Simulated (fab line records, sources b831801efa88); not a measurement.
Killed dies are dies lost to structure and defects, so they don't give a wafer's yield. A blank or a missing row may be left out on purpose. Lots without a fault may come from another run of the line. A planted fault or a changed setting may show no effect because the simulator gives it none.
One fault seen from 2 desks | flow sky130 | each desk has only its own numbers; what lay behind them comes last

THE METROLOGY DESK
What the gauges read, lot by lot, whatever tool the lot ran on: means of the sampled wafers that have a number. A lot is out of limits, marked OUT, if its mean lies more than 4 standard deviations from the usual mean; the brackets give that distance.
Columns: A = NWELL_TW at SKY_NWELL_TW_MEAS_15, usual 1798
lot  | first seen here | A
L589 | day 4 21:22     | 1806
L590 | day 4 21:46     | 1797
L591 | day 5 04:34     | 1791
L598 | day 6 19:40     | 1801
L599 | day 6 23:53     | 1793
L604 | day 8 03:19     | 1799
L605 | day 8 10:40     | 1801
L606 | day 8 16:38     | 1803
L608 | day 9 04:43     | 1797
L609 | day 9 12:16     | 1782
L610 | day 9 16:57     | 1788
L611 | day 10 00:16    | 1793
L612 | day 10 07:52    | 1800
This desk's finding: nothing out of limits on any of the 13 lots.

THE TOOL OWNER'S DESK: wet_bench-04
The tool's own readings at SKY_SONOS_ONO_WET_ETCH_16 (etches SiO2 in dHF, target depth 14 nm, time 280 s): means of the sampled wafers that have a number, for each lot that ran on this tool. A lot is out of limits, marked OUT, if its mean lies more than 4 standard deviations from the usual mean; the brackets give that distance.
Columns: A = temp_c at SKY_SONOS_ONO_WET_ETCH_16, usual 25.01 C
lot  | first seen here | A
L590 | day 13 00:23    | 25.08
L598 | day 15 19:50    | 23.88 (-10) OUT
L599 | day 15 21:44    | 23.97 (-9.5) OUT
L609 | day 19 11:47    | 24.99
This desk's finding: out of limits on L598, L599; first on L598, day 15 19:50 (temp_c at SKY_SONOS_ONO_WET_ETCH_16). In limits: L590, L609.

PUT TOGETHER
The tool owner's desk could have raised an alarm at day 15 19:50, on L598, L599.
The metrology desk saw nothing out of limits.
The metrology desk has L598, L599 on record, within its limits.
Of the lots named, all ran SKY_SONOS_ONO_WET_ETCH_16 on wet_bench-04.

WHAT THE SIMULATOR HAD PUT IN
Process parameter drift: wet_bench-04, from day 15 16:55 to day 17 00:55, at SKY_SONOS_ONO_WET_ETCH_16. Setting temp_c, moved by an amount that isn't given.
Lots struck among those shown: L598, L599.
Hours from the fault's start to each desk's first reading out of limits: the tool owner's desk, 3.
